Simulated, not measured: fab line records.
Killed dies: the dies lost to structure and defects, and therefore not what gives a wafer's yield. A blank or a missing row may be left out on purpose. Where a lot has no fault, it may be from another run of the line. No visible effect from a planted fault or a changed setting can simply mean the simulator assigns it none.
Chamber matching	flow gf180mcu	cmp-01 running GF_V4_CMP_04: 4 sister chambers
The step polishes SiO2. 4 wafers are shown with their chamber, then 8 later ones without.

== WAFERS WITH THEIR CHAMBER ==
wafer	chamber	motor current A (A)
L555.1	0	11.9
L569.2	1	11.4
L571.1	3	13.7
L572.1	2	12.5

== WAFERS WITHOUT THEIR CHAMBER ==
wafer	motor current A (A)
L572.3	12.6
L572.6	11.6
L573.1	11.3
L573.4	14.3
L573.5	11.8
L574.1	11.9
L574.3	11.7
L574.5	12.2

== EACH ONE'S CHAMBER ==
wafer	from the rows above	in truth
L572.3	2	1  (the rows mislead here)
L572.6	can't be placed: 1 or 0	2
L573.1	can't be placed: 1 or 0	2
L573.4	3	3
L573.5	can't be placed: 0 or 1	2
L574.1	can't be placed: 0 or 1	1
L574.3	can't be placed: 0 or 1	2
L574.5	can't be placed: 0 or 2 or 1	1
Placed correctly: 1 of 8. From these rows, 6 cannot be placed; in 2 the true chamber is one of the candidates. Number placed wrongly: 1.
How it was worked out, from the rows above alone: a wafer's distance from a chamber is the root of the sum, over the readings, of the square of ((its reading less the chamber's mean) divided by the reading's scatter). If the next closest chamber is less than 2 further off than the closest, the wafer can't be placed; otherwise it belongs to the closest. The mean given for a chamber averages the wafers shown for that chamber. The scatter: root of mean squared gap, hidden wafer to nearest shown wafer, with one shown wafer a chamber.
